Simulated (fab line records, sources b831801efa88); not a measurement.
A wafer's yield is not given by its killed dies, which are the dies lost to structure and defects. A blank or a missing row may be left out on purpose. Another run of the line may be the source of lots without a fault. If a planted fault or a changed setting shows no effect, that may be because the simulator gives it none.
Which tool was responsible? / flow gf180mcu / 44 wafers from 15 lots sampled at 5 of the route's 602 steps

WHAT EACH GAUGE READ, for each wafer
Not one reading of a measure or inspect step in the record can be checked against a usual standard deviation.

WHAT TOOL EACH LOT RAN ON (gives the tool, then ch and the chambers of the sampled wafers, and finally the start)
lot=L749; GF_M4_METAL_ETCH_16=rie-metal-03 ch 0,1, day 23 08:28; GF_M4_STRIP_17=plasma-asher-03 ch 0,1, day 23 08:35; GF_MIM_SPUTTER_07=pvd-sputter-03, day 24 10:26; GF_M5_METAL_ETCH_10=rie-metal-04 ch 0,1, day 26 05:26; GF_V5_CVD_02=pecvd-02 ch 0,1,2, day 26 06:13
lot=L750; GF_M4_METAL_ETCH_16=rie-metal-02 ch 0,1, day 23 20:31; GF_M4_STRIP_17=plasma-asher-03 ch 0,1, day 23 20:38; GF_MIM_SPUTTER_07=pvd-sputter-03, day 24 22:01; GF_M5_METAL_ETCH_10=rie-metal-02 ch 0,1, day 26 16:26; GF_V5_CVD_02=pecvd-02 ch 0,2, day 26 17:11
lot=L751; GF_M4_METAL_ETCH_16=rie-metal-04 ch 0,1, day 24 03:16; GF_M4_STRIP_17=plasma-asher-02 ch 0,1, day 24 03:24; GF_MIM_SPUTTER_07=pvd-sputter-02, day 25 04:53; GF_M5_METAL_ETCH_10=rie-metal-01 ch 0,1, day 26 23:41; GF_V5_CVD_02=pecvd-03 ch 0,1,2, day 27 00:27
lot=L752; GF_M4_METAL_ETCH_16=rie-metal-04 ch 0,1, day 24 12:01; GF_M4_STRIP_17=plasma-asher-03 ch 0,1, day 24 12:09; GF_MIM_SPUTTER_07=pvd-sputter-01, day 25 14:11; GF_M5_METAL_ETCH_10=rie-metal-01 ch 0,1, day 27 08:11; GF_V5_CVD_02=pecvd-03 ch 0,1,2, day 27 08:57
lot=L754; GF_M4_METAL_ETCH_16=rie-metal-04 ch 0,1, day 25 07:31; GF_M4_STRIP_17=plasma-asher-02 ch 0,1, day 25 07:38; GF_MIM_SPUTTER_07=pvd-sputter-02, day 26 07:21; GF_M5_METAL_ETCH_10=rie-metal-04 ch 0,1, day 28 00:08; GF_V5_CVD_02=pecvd-03 ch 0,1,2, day 28 01:16
lot=L755; GF_M4_METAL_ETCH_16=rie-metal-03 ch 0,1, day 25 10:36; GF_M4_STRIP_17=plasma-asher-03 ch 0,1, day 25 10:43; GF_MIM_SPUTTER_07=pvd-sputter-03, day 26 10:59; GF_M5_METAL_ETCH_10=rie-metal-01 ch 0,1, day 28 04:32; GF_V5_CVD_02=pecvd-02 ch 0,1, day 28 05:15
lot=L756; GF_M4_METAL_ETCH_16=rie-metal-04 ch 0,1, day 25 18:31; GF_M4_STRIP_17=plasma-asher-02 ch 0,1, day 25 18:38; GF_MIM_SPUTTER_07=pvd-sputter-02, day 26 18:14; GF_M5_METAL_ETCH_10=rie-metal-04 ch 0,1, day 28 10:17; GF_V5_CVD_02=pecvd-02 ch 0,1,2, day 28 11:05
lot=L757; GF_M4_METAL_ETCH_16=rie-metal-02 ch 0,1, day 26 13:31; GF_M4_STRIP_17=plasma-asher-03 ch 0,1, day 26 13:38; GF_MIM_SPUTTER_07=pvd-sputter-02, day 27 11:59; GF_M5_METAL_ETCH_10=rie-metal-01 ch 0,1, day 29 03:26; GF_V5_CVD_02=pecvd-02 ch 0,1,2, day 29 04:12
lot=L758; GF_M4_METAL_ETCH_16=rie-metal-04 ch 0, day 26 14:30; GF_M4_STRIP_17=plasma-asher-03 ch 0,1, day 26 14:42; GF_MIM_SPUTTER_07=pvd-sputter-02, day 27 14:40; GF_M5_METAL_ETCH_10=rie-metal-04 ch 0,1, day 29 05:50; GF_V5_CVD_02=pecvd-02 ch 1,2, day 29 06:33
lot=L760; GF_M4_METAL_ETCH_16=rie-metal-04 ch 0, day 27 04:52; GF_M4_STRIP_17=plasma-asher-01 ch 0,1, day 27 05:07; GF_MIM_SPUTTER_07=pvd-sputter-01, day 28 04:37; GF_M5_METAL_ETCH_10=rie-metal-04 ch 0,1, day 29 18:47; GF_V5_CVD_02=pecvd-02 ch 0,1,2, day 29 19:33
lot=L761; GF_M4_METAL_ETCH_16=rie-metal-04 ch 0,1, day 27 16:31; GF_M4_STRIP_17=plasma-asher-02 ch 0,1, day 27 16:38; GF_MIM_SPUTTER_07=pvd-sputter-01, day 28 15:37; GF_M5_METAL_ETCH_10=rie-metal-04 ch 0,1, day 30 06:26; GF_V5_CVD_02=pecvd-04 ch 0,1,2, day 30 07:16
lot=L763; GF_M4_METAL_ETCH_16=rie-metal-04 ch 0,1, day 28 03:13; GF_M4_STRIP_17=plasma-asher-02 ch 0,1, day 28 03:20; GF_MIM_SPUTTER_07=pvd-sputter-03, day 29 01:29; GF_M5_METAL_ETCH_10=rie-metal-04 ch 0,1, day 30 15:26; GF_V5_CVD_02=pecvd-02 ch 0,2, day 30 16:13
lot=L764; GF_M4_METAL_ETCH_16=rie-metal-04 ch 0,1, day 28 08:05; GF_M4_STRIP_17=plasma-asher-03 ch 0,1, day 28 08:13; GF_MIM_SPUTTER_07=pvd-sputter-01, day 29 06:52; GF_M5_METAL_ETCH_10=rie-metal-02 ch 0,1, day 30 19:50; GF_V5_CVD_02=pecvd-03 ch 0,1, day 30 20:36
lot=L765; GF_M4_METAL_ETCH_16=rie-metal-04 ch 0,1, day 28 13:34; GF_M4_STRIP_17=plasma-asher-03 ch 0,1, day 28 13:41; GF_MIM_SPUTTER_07=pvd-sputter-01, day 29 12:01; GF_M5_METAL_ETCH_10=rie-metal-04 ch 0,1, day 31 01:11; GF_V5_CVD_02=pecvd-03 ch 0,2, day 31 01:58
lot=L766; GF_M4_METAL_ETCH_16=rie-metal-04 ch 0,1, day 28 18:22; GF_M4_STRIP_17=plasma-asher-02 ch 0, day 28 18:29; GF_MIM_SPUTTER_07=pvd-sputter-01, day 29 17:17; GF_M5_METAL_ETCH_10=rie-metal-02 ch 0, day 31 05:08; GF_V5_CVD_02=pecvd-02 ch 0,2, day 31 05:54
- GF_M4_METAL_ETCH_16: etches the open film in Cl2/BCl3, stops on SiO2, target depth 750.8 nm, time 125.1 s.
- GF_M4_STRIP_17: strips in O2/N2.
- GF_MIM_SPUTTER_07: material TiN, target thk 60 nm, time 50 s.
- GF_M5_METAL_ETCH_10: etches the open film in Cl2/BCl3, stops on SiO2, target depth 750.8 nm, time 125.1 s.
- GF_V5_CVD_02: deposits SiO2 from TEOS, target thk 1450 nm, time 163.28 s.

WHAT THE TOOLS THEMSELVES READ (means of the sampled wafers that have a number; where no wafer has one, the mark that the record gives instead)
GF_M4_METAL_ETCH_16. Usual: bias-w 140.0 W, standard deviation 0.41; drypump-motor-current-A 5.9 A, standard deviation 0.31; oes-product-au 0.991 a.u., standard deviation 0.0051; throttle-valve-pct 28.229 %, standard deviation 0.0098.
lot=L749; tool=rie-metal-03; bias-w (W)=140.4; drypump-motor-current-A (A)=6.0; oes-product-au (a.u.)=0.993; throttle-valve-pct (%)=28.212; flag=
lot=L750; tool=rie-metal-02; bias-w (W)=139.4; drypump-motor-current-A (A)=5.8; oes-product-au (a.u.)=0.980; throttle-valve-pct (%)=28.225; flag=
lot=L751; tool=rie-metal-04; bias-w (W)=139.7; drypump-motor-current-A (A)=6.1; oes-product-au (a.u.)=0.990; throttle-valve-pct (%)=28.229; flag=
lot=L752; tool=rie-metal-04; bias-w (W)=140.2; drypump-motor-current-A (A)=6.0; oes-product-au (a.u.)=0.994; throttle-valve-pct (%)=28.220; flag=
lot=L754; tool=rie-metal-04; bias-w (W)=139.8; drypump-motor-current-A (A)=6.1; oes-product-au (a.u.)=0.993; throttle-valve-pct (%)=28.228; flag=
lot=L755; tool=rie-metal-03; bias-w (W)=140.0; drypump-motor-current-A (A)=6.1; oes-product-au (a.u.)=0.987; throttle-valve-pct (%)=28.234; flag=
lot=L756; tool=rie-metal-04; bias-w (W)=139.8; drypump-motor-current-A (A)=6.1; oes-product-au (a.u.)=0.992; throttle-valve-pct (%)=28.234; flag=
lot=L757; tool=rie-metal-02; bias-w (W)=140.0; drypump-motor-current-A (A)=5.8; oes-product-au (a.u.)=0.991; throttle-valve-pct (%)=28.229; flag=
lot=L758; tool=rie-metal-04; bias-w (W)=139.8; drypump-motor-current-A (A)=5.5; oes-product-au (a.u.)=0.993; throttle-valve-pct (%)=28.221; flag=
lot=L760; tool=rie-metal-04; bias-w (W)=140.1; drypump-motor-current-A (A)=5.6; oes-product-au (a.u.)=0.996; throttle-valve-pct (%)=28.232; flag=
lot=L761; tool=rie-metal-04; bias-w (W)=140.0; drypump-motor-current-A (A)=5.8; oes-product-au (a.u.)=0.990; throttle-valve-pct (%)=28.225; flag=
lot=L763; tool=rie-metal-04; bias-w (W)=139.5; drypump-motor-current-A (A)=6.1; oes-product-au (a.u.)=0.984; throttle-valve-pct (%)=28.232; flag=
lot=L764; tool=rie-metal-04; bias-w (W)=140.0; drypump-motor-current-A (A)=5.8; oes-product-au (a.u.)=0.959; throttle-valve-pct (%)=28.253; flag=OFF
lot=L765; tool=rie-metal-04; bias-w (W)=139.7; drypump-motor-current-A (A)=6.0; oes-product-au (a.u.)=0.955; throttle-valve-pct (%)=28.270; flag=OFF
lot=L766; tool=rie-metal-04; bias-w (W)=140.2; drypump-motor-current-A (A)=5.9; oes-product-au (a.u.)=0.947; throttle-valve-pct (%)=28.285; flag=OFF

GF_M4_STRIP_17. Usual: drypump-motor-current-A 5.7 A, standard deviation 0.33; heater-power-w 336 W, standard deviation 15; oes-product-au 0.538 a.u., standard deviation 0.0051; strip-time-to-endpoint-s 7.38 s, standard deviation 0.042.
lot=L749; tool=plasma-asher-03; drypump-motor-current-A (A)=5.5; heater-power-w (W)=335; oes-product-au (a.u.)=0.536; strip-time-to-endpoint-s (s)=7.36; flag=
lot=L750; tool=plasma-asher-03; drypump-motor-current-A (A)=5.6; heater-power-w (W)=332; oes-product-au (a.u.)=0.546; strip-time-to-endpoint-s (s)=7.46; flag=
lot=L751; tool=plasma-asher-02; drypump-motor-current-A (A)=5.9; heater-power-w (W)=340; oes-product-au (a.u.)=0.534; strip-time-to-endpoint-s (s)=7.39; flag=
lot=L752; tool=plasma-asher-03; drypump-motor-current-A (A)=5.6; heater-power-w (W)=330; oes-product-au (a.u.)=0.535; strip-time-to-endpoint-s (s)=7.34; flag=
lot=L754; tool=plasma-asher-02; drypump-motor-current-A (A)=6.1; heater-power-w (W)=329; oes-product-au (a.u.)=0.539; strip-time-to-endpoint-s (s)=7.37; flag=
lot=L755; tool=plasma-asher-03; drypump-motor-current-A (A)=5.5; heater-power-w (W)=337; oes-product-au (a.u.)=0.538; strip-time-to-endpoint-s (s)=7.38; flag=
lot=L756; tool=plasma-asher-02; drypump-motor-current-A (A)=5.9; heater-power-w (W)=344; oes-product-au (a.u.)=0.536; strip-time-to-endpoint-s (s)=7.37; flag=
lot=L757; tool=plasma-asher-03; drypump-motor-current-A (A)=5.5; heater-power-w (W)=338; oes-product-au (a.u.)=0.539; strip-time-to-endpoint-s (s)=7.34; flag=
lot=L758; tool=plasma-asher-03; drypump-motor-current-A (A)=5.6; heater-power-w (W)=338; oes-product-au (a.u.)=0.537; strip-time-to-endpoint-s (s)=7.30; flag=
lot=L760; tool=plasma-asher-01; drypump-motor-current-A (A)=5.9; heater-power-w (W)=326; oes-product-au (a.u.)=0.538; strip-time-to-endpoint-s (s)=7.38; flag=
lot=L761; tool=plasma-asher-02; drypump-motor-current-A (A)=6.2; heater-power-w (W)=327; oes-product-au (a.u.)=0.535; strip-time-to-endpoint-s (s)=7.36; flag=
lot=L763; tool=plasma-asher-02; drypump-motor-current-A (A)=6.2; heater-power-w (W)=336; oes-product-au (a.u.)=0.541; strip-time-to-endpoint-s (s)=7.45; flag=
lot=L764; tool=plasma-asher-03; drypump-motor-current-A (A)=5.6; heater-power-w (W)=339; oes-product-au (a.u.)=0.546; strip-time-to-endpoint-s (s)=7.57; flag=OFF
lot=L765; tool=plasma-asher-03; drypump-motor-current-A (A)=5.6; heater-power-w (W)=332; oes-product-au (a.u.)=0.545; strip-time-to-endpoint-s (s)=7.55; flag=OFF
lot=L766; tool=plasma-asher-02; drypump-motor-current-A (A)=6.4; heater-power-w (W)=320; oes-product-au (a.u.)=0.548; strip-time-to-endpoint-s (s)=7.65; flag=OFF

GF_MIM_SPUTTER_07. Usual: throttle-valve-pct at 29.7 %, with a standard deviation of 1.2.
lot=L749; tool=pvd-sputter-03; throttle-valve-pct (%)=29.9; flag=
lot=L750; tool=pvd-sputter-03; throttle-valve-pct (%)=29.8; flag=
lot=L751; tool=pvd-sputter-02; throttle-valve-pct (%)=30.2; flag=
lot=L752; tool=pvd-sputter-01; throttle-valve-pct (%)=29.8; flag=
lot=L754; tool=pvd-sputter-02; throttle-valve-pct (%)=28.9; flag=
lot=L755; tool=pvd-sputter-03; throttle-valve-pct (%)=29.6; flag=
lot=L756; tool=pvd-sputter-02; throttle-valve-pct (%)=30.2; flag=
lot=L757; tool=pvd-sputter-02; throttle-valve-pct (%)=29.6; flag=
lot=L758; tool=pvd-sputter-02; throttle-valve-pct (%)=30.1; flag=
lot=L760; tool=pvd-sputter-01; throttle-valve-pct (%)=29.8; flag=
lot=L761; tool=pvd-sputter-01; throttle-valve-pct (%)=29.6; flag=
lot=L763; tool=pvd-sputter-03; throttle-valve-pct (%)=31.2; flag=
lot=L764; tool=pvd-sputter-01; throttle-valve-pct (%)=30.3; flag=
lot=L765; tool=pvd-sputter-01; throttle-valve-pct (%)=30.1; flag=
lot=L766; tool=pvd-sputter-01; throttle-valve-pct (%)=29.3; flag=

GF_M5_METAL_ETCH_10. Usual: bias-w 140.0 W, standard deviation 0.39; drypump-motor-current-A 5.7 A, standard deviation 0.43; oes-product-au 0.990 a.u., standard deviation 0.0063; throttle-valve-pct 28.229 %, standard deviation 0.0093.
lot=L749; tool=rie-metal-04; bias-w (W)=140.0; drypump-motor-current-A (A)=6.0; oes-product-au (a.u.)=0.989; throttle-valve-pct (%)=28.222; flag=
lot=L750; tool=rie-metal-02; bias-w (W)=140.1; drypump-motor-current-A (A)=5.7; oes-product-au (a.u.)=0.987; throttle-valve-pct (%)=28.233; flag=
lot=L751; tool=rie-metal-01; bias-w (W)=140.1; drypump-motor-current-A (A)=5.4; oes-product-au (a.u.)=0.999; throttle-valve-pct (%)=28.228; flag=
lot=L752; tool=rie-metal-01; bias-w (W)=140.0; drypump-motor-current-A (A)=5.4; oes-product-au (a.u.)=0.995; throttle-valve-pct (%)=28.228; flag=
lot=L754; tool=rie-metal-04; bias-w (W)=140.2; drypump-motor-current-A (A)=6.1; oes-product-au (a.u.)=0.990; throttle-valve-pct (%)=28.228; flag=
lot=L755; tool=rie-metal-01; bias-w (W)=140.2; drypump-motor-current-A (A)=5.4; oes-product-au (a.u.)=0.991; throttle-valve-pct (%)=28.221; flag=
lot=L756; tool=rie-metal-04; bias-w (W)=140.0; drypump-motor-current-A (A)=6.1; oes-product-au (a.u.)=0.990; throttle-valve-pct (%)=28.227; flag=
lot=L757; tool=rie-metal-01; bias-w (W)=140.2; drypump-motor-current-A (A)=5.4; oes-product-au (a.u.)=0.991; throttle-valve-pct (%)=28.226; flag=
lot=L758; tool=rie-metal-04; bias-w (W)=139.5; drypump-motor-current-A (A)=5.8; oes-product-au (a.u.)=0.996; throttle-valve-pct (%)=28.233; flag=
lot=L760; tool=rie-metal-04; bias-w (W)=140.2; drypump-motor-current-A (A)=5.8; oes-product-au (a.u.)=0.991; throttle-valve-pct (%)=28.226; flag=
lot=L761; tool=rie-metal-04; bias-w (W)=140.0; drypump-motor-current-A (A)=5.8; oes-product-au (a.u.)=0.989; throttle-valve-pct (%)=28.228; flag=
lot=L763; tool=rie-metal-04; bias-w (W)=140.0; drypump-motor-current-A (A)=5.8; oes-product-au (a.u.)=0.997; throttle-valve-pct (%)=28.225; flag=
lot=L764; tool=rie-metal-02; bias-w (W)=140.5; drypump-motor-current-A (A)=5.8; oes-product-au (a.u.)=0.984; throttle-valve-pct (%)=28.226; flag=
lot=L765; tool=rie-metal-04; bias-w (W)=140.0; drypump-motor-current-A (A)=6.1; oes-product-au (a.u.)=0.994; throttle-valve-pct (%)=28.228; flag=
lot=L766; tool=rie-metal-02; bias-w (W)=140.2; drypump-motor-current-A (A)=5.6; oes-product-au (a.u.)=0.997; throttle-valve-pct (%)=28.233; flag=

GF_V5_CVD_02. Usual: heater-power-w at 685 W, with a standard deviation of 100.
lot=L749; tool=pecvd-02; heater-power-w (W)=578; flag=
lot=L750; tool=pecvd-02; heater-power-w (W)=628; flag=
lot=L751; tool=pecvd-03; heater-power-w (W)=756; flag=
lot=L752; tool=pecvd-03; heater-power-w (W)=751; flag=
lot=L754; tool=pecvd-03; heater-power-w (W)=744; flag=
lot=L755; tool=pecvd-02; heater-power-w (W)=609; flag=
lot=L756; tool=pecvd-02; heater-power-w (W)=658; flag=
lot=L757; tool=pecvd-02; heater-power-w (W)=646; flag=
lot=L758; tool=pecvd-02; heater-power-w (W)=601; flag=
lot=L760; tool=pecvd-02; heater-power-w (W)=679; flag=
lot=L761; tool=pecvd-04; heater-power-w (W)=737; flag=
lot=L763; tool=pecvd-02; heater-power-w (W)=650; flag=
lot=L764; tool=pecvd-03; heater-power-w (W)=815; flag=
lot=L765; tool=pecvd-03; heater-power-w (W)=741; flag=
lot=L766; tool=pecvd-02; heater-power-w (W)=698; flag=

THE ANSWER, worked out from the rows above alone
Rule: lot off if the mean of its wafers having a number is beyond 3 standard deviations from the usual mean. A lot without any number at a reading at which 4 lots or more have one is off too. Where the step has rows for the other lots, those lots are counted as sound. Order of review: gauges by route order, followed by the tools' own readings, for which a lot's mean as printed above is used. At the first step where some lot is off, the reading lying furthest off is the one used; lots without a number count as furthest.
Off: L764, L765, L766 (GF_M4_METAL_ETCH_16, oes-product-au).
If a tool, at that step or one of the process steps before it, ran each lot that is off and ran no sound lot following the first of them, it fits. One candidate fits, namely rie-metal-04 at GF_M4_METAL_ETCH_16. A fault onset in the window from L763 (day 28 03:13, its last sound lot) to L764 (day 28 08:05, its first lot off) fits.
The tool's own readings at GF_M4_METAL_ETCH_16 bear it out: on the lots that are off they differ by more than 5 times the standard deviation of the sound lots' means. oes-product-au reads 0.954 a.u. there against 0.990 a.u. on the sound lots; throttle-valve-pct reads 28.269 % there against 28.227 % on the sound lots.

WHAT WAS PUT IN BY THE SIMULATOR
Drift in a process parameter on rie-metal-04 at GF_M4_METAL_ETCH_16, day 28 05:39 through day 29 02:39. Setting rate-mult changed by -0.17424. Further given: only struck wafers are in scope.
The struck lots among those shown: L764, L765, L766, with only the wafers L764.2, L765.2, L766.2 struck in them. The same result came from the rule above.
